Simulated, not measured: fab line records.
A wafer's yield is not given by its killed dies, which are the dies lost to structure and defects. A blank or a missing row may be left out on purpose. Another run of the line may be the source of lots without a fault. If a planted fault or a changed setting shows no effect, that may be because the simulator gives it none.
fab line records	flow sky130
[record] lots = 12	wafers = 36	last-day = 50
route steps=708 shown METAL4@601 CAP2M@615 VIA4@641 PAD_OPEN@708
lots that met no fault: from a run of the same line without faults
start-h: start of the lot's first displayed wafer, in hours after the record's first day	wait-h: how many hours have passed since the lot's step before this one	" identical to the entry in the row above	L1.1+2: a single row standing in for several wafers	- no value present, or no start provided	* or withheld: withheld	< > ~ a bound
route shown NAME@n: names a module that has steps shown in the file, with the first one's number in the route	usual: mean/standard deviation of fault-free wafers	same: alike in all rows	chamber/n: place in a boat	sites: per-site readings	_std_site: standard deviation of those values	_edge_site: inner sites' mean taken away from outer sites' mean	radius-mm: how far each site lies from the wafer's centre	mask NAME#n: copy n	behind: the last tool/chamber to shape the wafer	hold: what put the lot on hold/how long, in hours/how the hold closed	device: which transistor (n, p or np) failed to switch	end of line: the route-end tests of the same wafers	a step without rows: its recipe alone	killed: at the first sort, the dies lost to defects and structure; wafer yield is something else	map: per-die view of a wafer (x killed, . not killed, _ where there is no die)
set.NAME: the setting the step ran with; set.NAME@STEP: the setting that earlier step ran with	model.NAME: the simulator's own value behind a step, which no gauge read
steps of the route over a sample of lots; a table a step, a row a wafer
services: the hour from which a tool's chamber was out of use, counted from the record's first day as start-h (under 0 if before that day), plus the number of hours and why
[[steps]]
[step SKY_METAL4_SPUTTER_03]
[recipe] material = Ti	target-thk-nm = 5	power-w = 3000	time-s = 3.3	chamber-pressure-pa = 0.4
[usual] throttle-valve-pct = 29.5/0.87
[same] time-s = 3.3
lot.wafer	tool	chamber	start-h	wait-h	throttle-valve-pct
L392.2	pvd-sputter-03	-	921.62	0.0	30.0
L392.3	"	-	"	"	29.6
L392.4	"	-	"	"	28.8
L393.3	pvd-sputter-04	-	938.30	0.0	29.8
L393.5	"	-	"	"	30.2
L393.6	"	-	"	"	30.0
L395.1	pvd-sputter-03	-	946.56	0.0	28.6
L395.3	"	-	"	"	30.3
L395.6	"	-	"	"	29.3
L396.1	pvd-sputter-03	-	951.16	0.0	30.6
L396.2	"	-	"	"	28.7
L396.6	"	-	"	"	30.4
L397.1	pvd-sputter-03	-	960.99	0.0	29.2
L397.4	"	-	"	"	30.5
L397.6	"	-	"	"	30.6
L400.1	pvd-sputter-01	-	1005.84	0.0	28.1
L400.4	"	-	"	"	28.6
L400.5	"	-	"	"	28.0
L401.4	pvd-sputter-03	-	1009.52	0.0	30.5
L401.5	"	-	"	"	30.5
L401.6	"	-	"	"	29.0
L403.2	pvd-sputter-04	-	1015.14	0.0	29.3
L403.4	"	-	"	"	29.7
L403.6	"	-	"	"	29.5
L411.2	pvd-sputter-03	-	1060.10	0.0	30.3
L411.5	"	-	"	"	30.4
L411.6	"	-	"	"	28.4
L413.1	pvd-sputter-01	-	1065.56	0.0	27.9
L413.2	"	-	"	"	29.6
L413.5	"	-	"	"	28.1
L412.3	pvd-sputter-03	-	1068.29	0.0	28.6
L412.4	"	-	"	"	29.6
L412.5	"	-	"	"	30.6
L414.1	pvd-sputter-04	-	1075.18	0.0	29.6
L414.3	"	-	"	"	30.0
L414.4	"	-	"	"	31.5
[step SKY_CAP2M_OVL_MEAS_12]
[usual] CAP2M_OVL = 0.0/1.3
lot.wafer	tool	chamber	start-h	wait-h	CAP2M_OVL[nm]
L392.2	overlay-02	-	946.39	0.1	1.3
L392.3	"	-	"	"	0.8
L392.4	"	-	"	"	1.2
L393.3	overlay-02	-	962.78	0.1	-1.8
L393.5	"	-	"	"	-1.1
L393.6	"	-	"	"	1.2
L395.1	overlay-02	-	969.86	0.1	-0.1
L395.3	"	-	"	"	1.1
L395.6	"	-	"	"	0.9
L396.1	overlay-01	-	975.16	0.1	1.0
L396.2	"	-	"	"	2.6
L396.6	"	-	"	"	0.9
L397.1	overlay-02	-	984.72	0.1	1.0
L397.4	"	-	"	"	1.2
L397.6	"	-	"	"	1.8
L400.1	overlay-02	-	1028.61	0.1	-0.2
L400.4	"	-	"	"	-0.4
L400.5	"	-	"	"	0.1
L401.4	overlay-02	-	1031.48	0.1	2.1
L401.5	"	-	"	"	0.3
L401.6	"	-	"	"	0.5
L403.2	overlay-02	-	1036.87	0.1	1.6
L403.4	"	-	"	"	2.2
L403.6	"	-	"	"	0.5
L411.2	overlay-02	-	1081.97	0.1	1.8
L411.5	"	-	"	"	-0.2
L411.6	"	-	"	"	-1.5
L413.1	overlay-01	-	1085.94	0.1	-0.2
L413.2	"	-	"	"	2.1
L413.5	"	-	"	"	1.6
L412.3	overlay-01	-	1089.35	0.1	0.1
L412.4	"	-	"	"	2.4
L412.5	"	-	"	"	0.8
L414.1	overlay-02	-	1095.29	0.1	-1.2
L414.3	"	-	"	"	-1.4
L414.4	"	-	"	"	-0.3
[step SKY_METAL4_ETCH_16]
[recipe] chemistry = N2/H2	target = BARC	ion-energy-ev = 200	bias-w = 100	pressure-mtorr = 30	n2-flow-sccm = 100	h2-flow-sccm = 200	icp-w = 500	stop-on = SiO2	time-s = 88.2	target-depth-a = 600
[usual] chamber-pressure-mTorr = 30.000/0.026	drypump-motor-current-A = 5.91/0.18	he-backside-leak-sccm = 3.43/0.18	oes-product-au = 0.626/0.0047	rf-fwd-power-W = 496.5/1.6	throttle-valve-pct = 13.205/0.0093
[same] time-s = 88.2
lot.wafer	tool	chamber	start-h	wait-h	chamber-pressure-mTorr	drypump-motor-current-A	he-backside-leak-sccm	oes-product-au	rf-fwd-power-W	rf-hours-counter-h	throttle-valve-pct
L392.2	rie-metal-03	1	970.84	0.0	29.971	5.71	3.33	0.638	497.8	4	13.210
L392.3	"	0	"	"	29.990	5.76	3.66	0.628	497.8	-	13.206
L392.4	"	1	"	"	29.978	5.70	3.54	0.623	498.9	-	13.216
L393.3	rie-metal-03	0	987.87	0.0	30.006	5.79	3.40	0.632	497.2	-	13.209
L393.5	"	1	"	"	29.996	5.72	3.43	0.629	495.2	-	13.205
L393.6	"	0	"	"	29.944	5.75	3.61	0.620	499.3	-	13.210
L395.1	rie-metal-01	1	993.67	0.0	29.973	5.74	3.22	0.625	497.1	4	13.216
L395.3	"	1	"	"	30.014	5.75	3.45	0.631	498.8	-	13.206
L395.6	"	0	"	"	30.021	6.04	3.48	0.631	498.5	-	13.211
L396.1	rie-metal-01	0	999.46	0.0	29.995	6.01	3.40	0.617	498.1	17	13.205
L396.2	"	1	"	"	30.004	5.76	3.29	0.633	496.2	4	13.211
L396.6	"	1	"	"	30.027	5.74	3.35	0.621	497.2	-	13.206
L397.1	rie-metal-02	1	1008.71	0.0	30.043	5.87	3.29	0.623	492.5	22	13.201
L397.4	"	1	"	"	29.990	5.88	3.19	0.621	494.7	-	13.197
L397.6	"	1	"	"	30.003	5.87	3.08	0.629	492.7	-	13.204
L400.1	rie-metal-01	0	1051.69	0.0	29.990	6.02	3.39	0.631	576.0	20	13.184
L400.4	"	1	"	"	30.027	5.72	3.51	0.628	574.4	-	13.190
L400.5	"	1	"	"	30.077	5.72	3.53	0.625	576.9	-	13.205
L401.4	rie-metal-01	1	1054.03	0.0	30.032	5.74	3.39	0.621	574.3	-	13.207
L401.5	"	0	"	"	30.006	6.03	3.49	0.628	575.2	-	13.214
L401.6	"	1	"	"	30.009	5.74	3.42	0.628	575.3	-	13.222
L403.2	rie-metal-02	0	1059.47	0.1	30.016	6.21	3.44	0.630	493.9	-	13.202
L403.4	"	0	"	"	30.038	6.20	3.60	0.626	495.9	-	13.201
L403.6	"	0	"	"	30.059	6.20	3.38	0.632	495.4	-	13.198
L411.2	rie-metal-02	1	1111.04	0.0	29.977	5.88	3.12	0.628	495.3	3	13.190
L411.5	"	0	"	"	30.014	6.17	3.27	0.621	496.0	-	13.205
L411.6	"	1	"	"	30.020	5.86	3.19	0.629	495.8	-	13.199
L413.1	rie-metal-01	0	1112.12	0.0	29.979	6.06	3.47	0.626	496.6	24	13.195
L413.2	"	1	"	"	30.016	5.74	3.47	0.633	497.6	9	13.202
L413.5	"	1	"	"	29.987	5.72	3.19	0.631	499.3	-	13.210
L412.3	rie-metal-01	0	1113.35	0.0	29.958	6.05	3.51	0.621	497.9	-	13.189
L412.4	"	1	"	"	29.969	5.75	3.45	0.626	497.2	-	13.210
L412.5	"	0	"	"	29.983	6.04	3.45	0.618	497.6	-	13.208
L414.1	rie-metal-01	1	1115.00	0.0	30.037	5.73	3.24	0.617	494.8	10	13.206
L414.3	"	0	"	"	30.006	6.05	3.57	0.625	499.7	-	13.227
L414.4	"	1	"	"	29.998	5.76	3.50	0.620	500.2	-	13.204
[step SKY_VIA4_CMP_02]
[recipe] material = SiO2	down-force-psi = 4	platen-rpm = 60	pad-velocity-m-s = 0.94248
[usual] motor-current-A = 12.1/1.6
lot.wafer	tool	chamber	start-h	wait-h	motor-current-A
L392.2	cmp-01	0	972.07	0.1	11.9
L392.4	"	1	"	"	14.3
L392.3	"	2	"	"	12.1
L393.3	cmp-01	3	989.10	0.1	9.6
L393.6	"	1	"	"	15.2
L393.5	"	2	"	"	12.4
L395.3	cmp-02	3	994.99	0.2	13.4
L395.1	"	2	"	"	10.0
L395.6	"	3	"	"	13.2
L396.2	cmp-02	3	1000.67	0.0	14.6
L396.1	"	0	"	"	10.8
L396.6	"	0	"	"	11.3
L397.1	cmp-01	1	1009.86	0.1	14.7
L397.4	"	3	"	"	9.9
L397.6	"	1	"	"	14.6
L400.1	cmp-01	1	1052.83	0.1	14.4
L400.4	"	2	"	"	12.0
L400.5	"	2	"	"	12.0
L401.4	cmp-01	0	1055.42	0.1	11.1
L401.5	"	0	"	"	11.4
L401.6	"	1	"	"	15.3
L403.4	cmp-01	1	1060.92	0.1	15.3
L403.2	"	2	"	"	12.6
L403.6	"	1	"	"	14.3
L411.2	cmp-01	0	1113.01	0.0	11.5
L411.6	"	0	"	"	11.5
L411.5	"	1	"	"	15.0
L413.2	cmp-02	2	1114.48	0.1	11.1
L413.1	"	0	"	"	11.4
L413.5	"	1	"	"	11.6
L412.3	cmp-02	3	1116.28	0.3	13.5
L412.4	"	0	"	"	11.3
L412.5	"	2	"	"	9.8
L414.4	cmp-01	0	1118.83	1.2	11.1
L414.3	"	1	"	"	14.5
L414.1	"	2	"	"	12.7
[step SKY_PAD_OPEN_PROBE_99]
[usual] defect-limited-yield = 82.4/1.8	killed_at_M0_to_M3 = 44/6.4	killed_at_M4_up = 3.6/2.1	killed-at-contacts = 23/5.1	killed-at-front-end = 15/4.3	killed-at-other = 0.3/0.56	killed-dies = 86/9	killed-on-rim = 17/3.3	killed-open = 47/6.4	killed-short = 39/5.8	sort_bin_3_pad_short = 0.8/0.46	sort_bin_5_function = 10.4/1.4	sort_bin_6_memory = 6.4/1.1	sort-n-pass = 406/9	sort-yield-pct = 82.4/1.8
[same] gross-dies = 492	killed-at-back-side = 0	sort_bin_4_leakage[%] = 0	sort_bin_8_speed[%] = 0
lot.wafer	tool	chamber	start-h	wait-h	defect-limited-yield[%]	killed_at_M0_to_M3	killed_at_M4_up	killed-at-contacts	killed-at-front-end	killed-at-other	killed-dies	killed-on-rim	killed-open	killed-short	sort_bin_3_pad_short[%]	sort_bin_5_function[%]	sort_bin_6_memory[%]	sort-n-pass	sort-yield-pct[%]
L392.2	prober-01	-	1065.70	0.1	84.6	36	3	21	16	0	76	18	45	31	0.6	8.9	5.9	416	84.6
L392.3	prober-01	-	1065.75	0.2	82.1	48	5	21	14	0	88	22	49	39	1.2	11.6	5.1	404	82.1
L392.4	prober-01	-	1065.80	0.2	81.5	43	1	25	22	0	91	15	43	47	0.8	11.2	6.5	401	81.5
L393.3	prober-02	-	1081.77	0.2	82.1	51	4	23	10	0	88	18	54	34	0.2	10.2	7.5	404	82.1
L393.5	prober-02	-	1081.87	0.2	80.7	53	4	20	16	2	95	17	44	51	1.2	10.6	7.5	397	80.7
L393.6	prober-02	-	1081.92	0.2	80.5	43	9	27	17	0	96	13	52	44	1.2	12.4	5.9	396	80.5
L395.1	prober-02	-	1086.75	0.1	82.9	47	6	18	13	0	84	23	46	38	1.0	9.6	6.5	408	82.9
L395.3	prober-02	-	1086.85	0.2	83.3	42	4	24	12	0	82	18	42	40	0.6	10.4	5.7	410	83.3
L395.6	prober-02	-	1087.00	0.2	80.3	50	3	27	17	0	97	16	58	39	1.2	11.2	7.3	395	80.3
L396.1	prober-01	-	1093.44	0.1	80.3	44	8	29	16	0	97	17	53	43	0.6	13.2	5.9	395	80.3
L396.2	prober-01	-	1093.49	0.1	83.9	40	2	22	13	2	79	12	38	41	1.6	8.7	5.7	413	83.9
L396.6	prober-01	-	1093.69	0.2	82.1	48	2	14	22	2	88	19	46	41	0.4	10.6	6.9	404	82.1
L397.1	prober-01	-	1101.46	0.1	85.2	40	1	21	11	0	73	13	42	31	0	8.1	6.7	419	85.2
L397.4	prober-01	-	1101.61	0.2	78.9	61	4	26	13	0	104	18	60	44	0.8	13.2	7.1	388	78.9
L397.6	prober-01	-	1101.71	0.2	83.1	53	4	15	10	1	83	17	50	33	1.6	10.0	5.3	409	83.1
L400.1	prober-02	-	1129.87	0.1	86.0	39	3	18	9	0	69	14	42	27	0.8	8.9	4.3	423	86.0
L400.4	prober-02	-	1130.02	0.2	83.1	47	4	19	13	0	83	11	41	41	0.8	10.0	6.1	409	83.1
L400.5	prober-02	-	1130.07	0.2	83.1	48	4	15	15	1	83	12	42	41	0.4	10.4	6.1	409	83.1
L401.4	prober-01	-	1135.34	0.2	79.9	53	3	28	15	0	99	12	57	42	0.2	14.2	5.7	393	79.9
L401.5	prober-01	-	1135.39	0.2	81.7	56	2	14	17	1	90	17	51	39	1.4	11.0	5.9	402	81.7
L401.6	prober-01	-	1135.44	0.2	83.9	33	5	25	16	0	79	14	44	35	0.8	9.6	5.7	413	83.9
L403.2	prober-01	-	1138.62	0.1	79.5	50	3	30	18	0	101	20	59	42	0.8	13.4	6.3	391	79.5
L403.4	prober-01	-	1138.72	0.2	84.3	35	4	19	19	0	77	16	34	43	0.6	9.1	5.9	415	84.3
L403.6	prober-01	-	1138.82	0.2	85.8	36	4	14	16	0	70	17	42	28	0.8	8.5	4.9	422	85.8
L411.2	prober-01	-	1185.16	0.1	81.9	40	7	22	20	0	89	20	56	31	0.6	8.9	8.5	403	81.9
L411.5	prober-01	-	1185.31	0.2	85.4	35	4	20	13	0	72	9	35	37	0.4	8.9	5.3	420	85.4
L411.6	prober-01	-	1185.36	0.2	77.8	54	5	27	22	1	109	22	53	54	1.8	12.6	7.7	383	77.8
L413.1	prober-02	-	1187.15	0.1	83.3	50	0	17	15	0	82	14	50	32	0.8	11.0	4.9	410	83.3
L413.2	prober-02	-	1187.20	0.1	79.7	43	4	35	17	1	100	19	59	41	1.8	10.0	8.5	392	79.7
L413.5	prober-02	-	1187.35	0.2	84.1	41	4	22	11	0	78	18	44	34	0.8	9.1	5.9	414	84.1
L412.3	prober-01	-	1190.43	0.2	84.8	38	4	24	8	1	75	14	37	38	1.2	7.9	6.1	417	84.8
L412.4	prober-01	-	1190.48	0.2	81.1	50	4	25	14	0	93	15	52	41	0.6	12.4	5.9	399	81.1
L412.5	prober-01	-	1190.53	0.2	80.5	53	2	27	13	1	96	17	51	45	0.8	11.6	7.1	396	80.5
L414.1	prober-01	-	1194.52	0.1	81.3	47	2	27	16	0	92	20	53	39	0.6	10.8	7.3	400	81.3
L414.3	prober-01	-	1194.62	0.2	85.6	35	4	15	17	0	71	16	37	34	0.6	8.9	4.9	421	85.6
L414.4	prober-01	-	1194.67	0.2	81.9	50	2	26	10	1	89	17	49	39	0.6	11.0	6.5	403	81.9
// killed by level:class
L392.2 VIA1:geometric-particle:open=10 LI_CONTACT:geometric-particle:open=8 VIA1:geometric-particle:short=7 CONTACT:geometric-particle:open=6 VIA3:geometric-particle:open=6 VIA2:geometric-particle:open=5 FIELD_ISO:geometric-particle:short=4 POLY_GATE:geometric-particle:open=3
L392.3 VIA1:geometric-particle:short=11 VIA1:geometric-particle:open=10 CONTACT:geometric-particle:open=10 VIA3:geometric-particle:open=7 FIELD_ISO:geometric-particle:open=6 METAL2:geometric-particle:short=6 VIA2:geometric-particle:open=5 POLY_GATE:geometric-particle:open=4
L392.4 VIA2:geometric-particle:open=7 FIELD_ISO:geometric-particle:short=6 CONTACT:geometric-particle:open=6 CONTACT:geometric-particle:short=6 VIA1:geometric-particle:open=6 VIA3:geometric-particle:open=6 POLY_GATE:geometric-particle:short=5 POLY_GATE:geometric-particle:open=5
L393.3 VIA1:geometric-particle:open=13 VIA2:geometric-particle:open=10 CONTACT:geometric-particle:open=9 VIA3:geometric-particle:open=8 METAL1:geometric-particle:short=7 LOCAL_INTERCONNECT:geometric-particle:short=5 LI_CONTACT:geometric-particle:open=4 FIELD_ISO:geometric-particle:open=3
L393.5 VIA1:geometric-particle:open=13 METAL2:geometric-particle:short=8 VIA2:geometric-particle:open=8 LI_CONTACT:geometric-particle:open=7 LI_CONTACT:geometric-particle:short=5 METAL1:geometric-particle:short=5 VIA3:geometric-particle:open=5 POLY_GATE:geometric-particle:short=4
L393.6 VIA2:geometric-particle:open=10 CONTACT:geometric-particle:open=9 METAL4:geometric-particle:short=8 LI_CONTACT:geometric-particle:open=7 VIA1:geometric-particle:open=7 VIA1:geometric-particle:short=6 VIA3:geometric-particle:open=5 FIELD_ISO:geometric-particle:open=4
L395.1 VIA1:geometric-particle:open=10 VIA2:geometric-particle:open=9 LI_CONTACT:geometric-particle:open=7 VIA1:geometric-particle:short=7 METAL1:geometric-particle:short=6 VIA3:geometric-particle:open=6 CONTACT:geometric-particle:short=5 METAL4:geometric-particle:short=5
L395.3 LI_CONTACT:geometric-particle:open=9 VIA1:geometric-particle:open=9 VIA3:geometric-particle:open=7 CONTACT:geometric-particle:short=7 METAL2:geometric-particle:short=6 FIELD_ISO:geometric-particle:short=4 VIA1:geometric-particle:short=4 POLY_GATE:geometric-particle:open=3
L395.6 VIA1:geometric-particle:open=12 VIA2:geometric-particle:open=9 LI_CONTACT:geometric-particle:open=8 CONTACT:geometric-particle:open=8 METAL2:geometric-particle:short=7 FIELD_ISO:geometric-particle:short=6 METAL1:geometric-particle:short=6 FIELD_ISO:geometric-particle:open=5
L396.1 VIA2:geometric-particle:open=11 LI_CONTACT:geometric-particle:open=10 VIA1:geometric-particle:open=8 CONTACT:geometric-particle:open=7 METAL2:geometric-particle:short=5 VIA2:geometric-particle:short=5 METAL4:geometric-particle:short=5 LI_CONTACT:geometric-particle:short=4
L396.2 VIA1:geometric-particle:open=12 LI_CONTACT:geometric-particle:open=7 METAL1:geometric-particle:short=7 LI_CONTACT:geometric-particle:short=5 POLY_GATE:geometric-particle:short=4 CONTACT:geometric-particle:open=4 VIA2:geometric-particle:short=4 VIA2:geometric-particle:open=4
L396.6 VIA2:geometric-particle:open=12 VIA1:geometric-particle:open=8 METAL2:geometric-particle:short=7 FIELD_ISO:geometric-particle:open=5 VIA2:geometric-particle:short=5 VIA3:geometric-particle:open=5 FIELD_ISO:geometric-particle:short=4 POLY_GATE:geometric-particle:open=4
L397.1 VIA1:geometric-particle:open=10 CONTACT:geometric-particle:open=7 VIA3:geometric-particle:open=7 METAL2:geometric-particle:short=6 CONTACT:geometric-particle:short=6 FIELD_ISO:geometric-particle:open=5 LI_CONTACT:geometric-particle:open=4 METAL1:geometric-particle:short=4
L397.4 METAL2:geometric-particle:short=14 VIA3:geometric-particle:open=12 CONTACT:geometric-particle:open=11 VIA2:geometric-particle:open=9 VIA1:geometric-particle:open=9 LI_CONTACT:geometric-particle:open=6 POLY_GATE:geometric-particle:open=5 VIA1:geometric-particle:short=5
L397.6 METAL2:geometric-particle:short=10 VIA1:geometric-particle:open=9 CONTACT:geometric-particle:open=9 VIA2:geometric-particle:open=9 VIA3:geometric-particle:open=7 VIA1:geometric-particle:short=6 METAL2:geometric-particle:open=3 METAL3:geometric-particle:short=3
L400.1 VIA1:geometric-particle:open=10 VIA2:geometric-particle:open=9 CONTACT:geometric-particle:open=8 LI_CONTACT:geometric-particle:open=6 VIA1:geometric-particle:short=6 METAL1:geometric-particle:short=5 FIELD_ISO:geometric-particle:open=4 VIA2:geometric-particle:short=3
L400.4 VIA1:geometric-particle:open=10 VIA1:geometric-particle:short=9 METAL1:geometric-particle:short=7 CONTACT:geometric-particle:open=7 VIA2:geometric-particle:open=7 FIELD_ISO:geometric-particle:short=4 VIA3:geometric-particle:open=4 FIELD_ISO:geometric-particle:open=3
L400.5 VIA1:geometric-particle:open=12 VIA2:geometric-particle:open=6 POLY_GATE:geometric-particle:open=5 METAL1:geometric-particle:short=5 VIA3:geometric-particle:open=5 METAL2:geometric-particle:short=5 FIELD_ISO:geometric-particle:open=4 POLY_GATE:geometric-particle:short=4
L401.4 CONTACT:geometric-particle:open=13 VIA1:geometric-particle:open=12 VIA2:geometric-particle:open=9 FIELD_ISO:geometric-particle:short=5 VIA3:geometric-particle:short=5 VIA3:geometric-particle:open=5 LI_CONTACT:geometric-particle:short=4 CONTACT:geometric-particle:short=4
L401.5 VIA1:geometric-particle:open=13 VIA2:geometric-particle:open=8 VIA2:geometric-particle:short=6 CONTACT:geometric-particle:open=6 METAL2:geometric-particle:short=6 VIA3:geometric-particle:short=6 FIELD_ISO:geometric-particle:short=5 FIELD_ISO:geometric-particle:open=4
L401.6 CONTACT:geometric-particle:open=9 FIELD_ISO:geometric-particle:open=7 VIA1:geometric-particle:open=7 VIA2:geometric-particle:open=7 LI_CONTACT:geometric-particle:open=5 CONTACT:geometric-particle:short=5 FIELD_ISO:geometric-particle:short=4 VIA1:geometric-particle:short=4
L403.2 VIA1:geometric-particle:open=14 CONTACT:geometric-particle:open=9 POLY_GATE:geometric-particle:open=7 LI_CONTACT:geometric-particle:open=7 VIA2:geometric-particle:open=7 VIA2:geometric-particle:short=7 LOCAL_INTERCONNECT:geometric-particle:short=5 METAL1:geometric-particle:short=5
L403.4 CONTACT:geometric-particle:open=9 POLY_GATE:geometric-particle:short=8 METAL1:geometric-particle:short=8 VIA3:geometric-particle:open=6 POLY_GATE:geometric-particle:open=5 VIA1:geometric-particle:short=5 VIA1:geometric-particle:open=5 FIELD_ISO:geometric-particle:short=4
L403.6 CONTACT:geometric-particle:open=8 VIA1:geometric-particle:open=7 VIA3:geometric-particle:open=7 VIA2:geometric-particle:open=5 LI_CONTACT:geometric-particle:open=4 METAL1:geometric-particle:short=4 METAL2:geometric-particle:short=4 POLY_GATE:geometric-particle:short=3
L411.2 VIA3:geometric-particle:open=13 CONTACT:geometric-particle:open=12 VIA1:geometric-particle:short=7 FIELD_ISO:geometric-particle:open=5 FIELD_ISO:geometric-particle:short=5 VIA1:geometric-particle:open=5 VIA2:geometric-particle:open=5 POLY_GATE:geometric-particle:open=4
L411.5 VIA3:geometric-particle:open=8 CONTACT:geometric-particle:open=7 METAL1:geometric-particle:short=6 VIA1:geometric-particle:open=6 POLY_GATE:geometric-particle:short=5 FIELD_ISO:geometric-particle:open=4 FIELD_ISO:geometric-particle:short=4 LI_CONTACT:geometric-particle:open=4
L411.6 FIELD_ISO:geometric-particle:short=13 VIA1:geometric-particle:open=12 METAL2:geometric-particle:short=10 CONTACT:geometric-particle:open=10 VIA1:geometric-particle:short=8 CONTACT:geometric-particle:short=7 VIA2:geometric-particle:open=7 FIELD_ISO:geometric-particle:open=5
L413.1 VIA1:geometric-particle:open=11 VIA3:geometric-particle:open=9 METAL1:geometric-particle:short=8 CONTACT:geometric-particle:open=7 POLY_GATE:geometric-particle:open=6 VIA2:geometric-particle:open=6 VIA2:geometric-particle:short=4 LI_CONTACT:geometric-particle:open=4
L413.2 CONTACT:geometric-particle:open=14 VIA1:geometric-particle:open=12 CONTACT:geometric-particle:short=9 VIA3:geometric-particle:open=6 LI_CONTACT:geometric-particle:open=5 LOCAL_INTERCONNECT:geometric-particle:short=5 METAL1:geometric-particle:open=5 POLY_GATE:geometric-particle:short=4
L413.5 VIA1:geometric-particle:open=11 VIA2:geometric-particle:open=7 VIA3:geometric-particle:open=7 LI_CONTACT:geometric-particle:open=6 CONTACT:geometric-particle:short=5 CONTACT:geometric-particle:open=5 VIA1:geometric-particle:short=5 METAL2:geometric-particle:short=5
L412.3 VIA1:geometric-particle:open=10 LI_CONTACT:geometric-particle:open=7 LI_CONTACT:geometric-particle:short=6 VIA3:geometric-particle:open=6 CONTACT:geometric-particle:open=5 FIELD_ISO:geometric-particle:short=4 VIA2:geometric-particle:short=4 METAL3:geometric-particle:short=4
L412.4 VIA1:geometric-particle:open=13 CONTACT:geometric-particle:open=9 METAL1:geometric-particle:short=7 VIA1:geometric-particle:short=7 VIA2:geometric-particle:open=7 LI_CONTACT:geometric-particle:open=6 CONTACT:geometric-particle:short=6 FIELD_ISO:geometric-particle:short=4
L412.5 VIA1:geometric-particle:open=13 VIA2:geometric-particle:open=11 CONTACT:geometric-particle:open=9 LI_CONTACT:geometric-particle:open=8 METAL2:geometric-particle:short=8 CONTACT:geometric-particle:short=5 METAL1:geometric-particle:short=5 VIA1:geometric-particle:short=4
L414.1 LI_CONTACT:geometric-particle:open=10 CONTACT:geometric-particle:open=8 METAL1:geometric-particle:short=8 VIA3:geometric-particle:open=8 FIELD_ISO:geometric-particle:open=7 VIA1:geometric-particle:short=7 VIA1:geometric-particle:open=7 VIA3:geometric-particle:short=6
L414.3 VIA1:geometric-particle:open=11 CONTACT:geometric-particle:open=7 FIELD_ISO:geometric-particle:short=5 METAL1:geometric-particle:short=5 CONTACT:geometric-particle:short=5 POLY_GATE:geometric-particle:open=4 METAL4:geometric-particle:short=4 METAL2:geometric-particle:short=3
L414.4 CONTACT:geometric-particle:open=12 VIA1:geometric-particle:open=9 VIA3:geometric-particle:open=9 VIA1:geometric-particle:short=8 CONTACT:geometric-particle:short=6 VIA2:geometric-particle:short=6 LI_CONTACT:geometric-particle:open=5 FIELD_ISO:geometric-particle:short=4
[[services]]
tool	chamber	start-h	hours	kind
rie-metal-02	0	903.72	4.0	repair
cmp-01	-	911.05	9.3	pm
pvd-sputter-04	-	917.42	2.3	repair
cmp-01	-	920.35	4.0	pm
cmp-01	-	958.90	0.5	repair
cmp-02	-	960.41	1.6	repair
rie-metal-03	-	963.67	1.1	repair
rie-metal-01	1	976.91	5.8	repair
cmp-02	-	985.09	2.3	repair
rie-metal-03	-	993.61	2.8	pm
rie-metal-01	1	1002.51	6.5	repair
rie-metal-01	-	1011.18	1.9	repair
rie-metal-02	0	1018.10	22.7	repair
cmp-02	-	1039.13	1.7	repair
cmp-01	-	1040.74	6.9	repair
pvd-sputter-03	-	1051.00	1.7	repair
pvd-sputter-04	-	1058.00	7.9	repair
rie-metal-01	-	1058.47	14.6	pm
cmp-02	-	1084.39	4.0	pm
pvd-sputter-04	-	1088.79	6.6	repair
cmp-02	-	1094.28	2.5	repair
pvd-sputter-03	-	1100.34	3.4	repair
cmp-01	-	1106.93	1.5	repair
rie-metal-02	-	1118.27	0.3	repair
[[key]]
[first-sign] step = SKY_METAL4_ETCH_16	reading = rf-fwd-power-W	direction = up	sigmas = 49	usual = 496.5	struck = 575.3
effect none on later readings
met-at SKY_METAL4_ETCH_16
struck-lots L400,L401
not-acting-at SKY_METAL4_SPUTTER_03,SKY_CAP2M_OVL_MEAS_12,SKY_VIA4_CMP_02
onset-between 999.46 1051.69
[fault] kind = process-parameter-drift	tool = rie-metal-01	chamber = -	onset-h = 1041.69	steps = SKY_METAL4_ETCH_16	channel = icp-w	offset = 80	shape = step	end-h = 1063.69	acts-in = these-recipes-only	stated = 500
